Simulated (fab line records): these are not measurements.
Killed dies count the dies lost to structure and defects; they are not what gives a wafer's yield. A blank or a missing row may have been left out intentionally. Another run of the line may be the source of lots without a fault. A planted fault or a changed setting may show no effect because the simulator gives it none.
Split-lot study / flow gf180mcu / route with 602 steps; 5 lots, 23 wafers read

## THE SPLIT
At GF_TOP_METAL_DEVELOP_13 (develop time 60 s), the setting develop_time_s was moved away from the recipe's 60 s on 8 of the 23 wafers read, by +8.1% to +14.6%. This setting was run at the recipe's value on the other wafers.

The file shows no step between the split and the reading.

## THE READING
Shown in nm: cd_nm at GF_TOP_METAL_CD_MEAS_14, with target cd 440 nm. On this fab line, fault-free wafers typically give 441.3 nm with a standard deviation of 2.1 nm.

wafer=L074.1; tool, chamber at the split=litho_track-03, 0; develop_time_s as run, s=60; against the recipe=recipe; cd_nm, nm=440.8; against lot-mates on the recipe=-
wafer=L074.2; tool, chamber at the split=litho_track-03, 0; develop_time_s as run, s=67.89; against the recipe=+13.1%; cd_nm, nm=428.2; against lot-mates on the recipe=-10.9
wafer=L074.3; tool, chamber at the split=litho_track-03, 0; develop_time_s as run, s=67.89; against the recipe=+13.1%; cd_nm, nm=429.7; against lot-mates on the recipe=-9.4
wafer=L074.4; tool, chamber at the split=litho_track-03, 0; develop_time_s as run, s=67.89; against the recipe=+13.1%; cd_nm, nm=426.9; against lot-mates on the recipe=-12.2
wafer=L074.5; tool, chamber at the split=litho_track-03, 0; develop_time_s as run, s=60; against the recipe=recipe; cd_nm, nm=437.4; against lot-mates on the recipe=-
wafer=L076.2; tool, chamber at the split=litho_track-03, 0; develop_time_s as run, s=60; against the recipe=recipe; cd_nm, nm=441.5; against lot-mates on the recipe=-
wafer=L076.3; tool, chamber at the split=litho_track-03, 0; develop_time_s as run, s=60; against the recipe=recipe; cd_nm, nm=440.6; against lot-mates on the recipe=-
wafer=L076.6; tool, chamber at the split=litho_track-03, 0; develop_time_s as run, s=60; against the recipe=recipe; cd_nm, nm=440.4; against lot-mates on the recipe=-
wafer=L077.1; tool, chamber at the split=litho_track-03, 0; develop_time_s as run, s=60; against the recipe=recipe; cd_nm, nm=444.9; against lot-mates on the recipe=-
wafer=L077.3; tool, chamber at the split=litho_track-03, 0; develop_time_s as run, s=60; against the recipe=recipe; cd_nm, nm=446.1; against lot-mates on the recipe=-
wafer=L077.4; tool, chamber at the split=litho_track-03, 0; develop_time_s as run, s=60; against the recipe=recipe; cd_nm, nm=446.4; against lot-mates on the recipe=-
wafer=L077.5; tool, chamber at the split=litho_track-03, 0; develop_time_s as run, s=60; against the recipe=recipe; cd_nm, nm=444.5; against lot-mates on the recipe=-
wafer=L077.6; tool, chamber at the split=litho_track-03, 0; develop_time_s as run, s=60; against the recipe=recipe; cd_nm, nm=445.8; against lot-mates on the recipe=-
wafer=L082.2; tool, chamber at the split=litho_track-03, 0; develop_time_s as run, s=68.77; against the recipe=+14.6%; cd_nm, nm=429.3; against lot-mates on the recipe=-11.6
wafer=L082.3; tool, chamber at the split=litho_track-03, 0; develop_time_s as run, s=60; against the recipe=recipe; cd_nm, nm=440.5; against lot-mates on the recipe=-
wafer=L082.4; tool, chamber at the split=litho_track-03, 0; develop_time_s as run, s=68.77; against the recipe=+14.6%; cd_nm, nm=429.8; against lot-mates on the recipe=-11.1
wafer=L082.5; tool, chamber at the split=litho_track-03, 0; develop_time_s as run, s=68.77; against the recipe=+14.6%; cd_nm, nm=429.3; against lot-mates on the recipe=-11.6
wafer=L082.6; tool, chamber at the split=litho_track-03, 0; develop_time_s as run, s=60; against the recipe=recipe; cd_nm, nm=441.2; against lot-mates on the recipe=-
wafer=L084.1; tool, chamber at the split=litho_track-01, 0; develop_time_s as run, s=60; against the recipe=recipe; cd_nm, nm=443.4; against lot-mates on the recipe=-
wafer=L084.2; tool, chamber at the split=litho_track-01, 0; develop_time_s as run, s=60; against the recipe=recipe; cd_nm, nm=441.4; against lot-mates on the recipe=-
wafer=L084.3; tool, chamber at the split=litho_track-01, 0; develop_time_s as run, s=60; against the recipe=recipe; cd_nm, nm=440.5; against lot-mates on the recipe=-
wafer=L084.4; tool, chamber at the split=litho_track-01, 0; develop_time_s as run, s=64.84; against the recipe=+8.1%; cd_nm, nm=436.2; against lot-mates on the recipe=-5.6
wafer=L084.5; tool, chamber at the split=litho_track-01, 0; develop_time_s as run, s=64.84; against the recipe=+8.1%; cd_nm, nm=432.8; against lot-mates on the recipe=-9.0

FIT RESULTS
A straight line over all 23 wafers: cd_nm changes by -0.965 nm for each +1% of develop_time_s; r = -0.93; the points scatter about the line by 2.4 nm.
The same after taking each lot's own level away (the mean of its wafers on the recipe; 23 wafers): -0.806 nm for each +1%; r = -0.98; scatter 1.1 nm.
According to that fit, moving develop_time_s by its largest amount changes the reading by 12 nm.
The span of the lots' own levels, 439.10 to 445.54 nm, comes to 3.1 times the standard deviation stated above.
In other words, the slope is changed by the lot-to-lot level; the two fits disagree.
Check: with one of the wafers moved furthest among these (+14.6%) left out of the fit, the line predicts -11.9 nm for it against its lot-mates. It came out at -11.6 nm against them.

## THE OTHER SPLITS THESE WAFERS WENT THROUGH
Other splits were also applied to these wafers ahead of the reading. Each is held against what the fit with the lots' levels taken away leaves over:
other split on the same wafers=GF_V3_DEVELOP_13 develop_time_s; wafers away from the commonest value=9; r with cd_nm (lot level and that fit taken away)=-0.05
other split on the same wafers=GF_V3_SPUTTER_21 power_w; wafers away from the commonest value=9; r with cd_nm (lot level and that fit taken away)=+0.35
other split on the same wafers=GF_M4_SPUTTER_04 power_w; wafers away from the commonest value=9; r with cd_nm (lot level and that fit taken away)=-0.06
other split on the same wafers=GF_V4_SPUTTER_21 power_w; wafers away from the commonest value=10; r with cd_nm (lot level and that fit taken away)=+0.14
other split on the same wafers=GF_MIM_CVD_05 time_s; wafers away from the commonest value=9; r with cd_nm (lot level and that fit taken away)=-0.26
other split on the same wafers=GF_MIM_SPUTTER_08 power_w; wafers away from the commonest value=9; r with cd_nm (lot level and that fit taken away)=+0.13
other split on the same wafers=GF_MIM_SOFTBAKE_15 temp_c; wafers away from the commonest value=10; r with cd_nm (lot level and that fit taken away)=+0.30
other split on the same wafers=GF_V5_CMP_04 leave_above_ref_nm; wafers away from the commonest value=9; r with cd_nm (lot level and that fit taken away)=+0.01
other split on the same wafers=GF_V5_ETCH_17 bias_w; wafers away from the commonest value=10; r with cd_nm (lot level and that fit taken away)=-0.28
other split on the same wafers=GF_TOP_METAL_SPUTTER_01 chamber_pressure_pa; wafers away from the commonest value=15; r with cd_nm (lot level and that fit taken away)=-0.12

## FILE'S OWN FIT
cd_nm changes by -0.815 nm for each +1% of develop_time_s, r = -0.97.
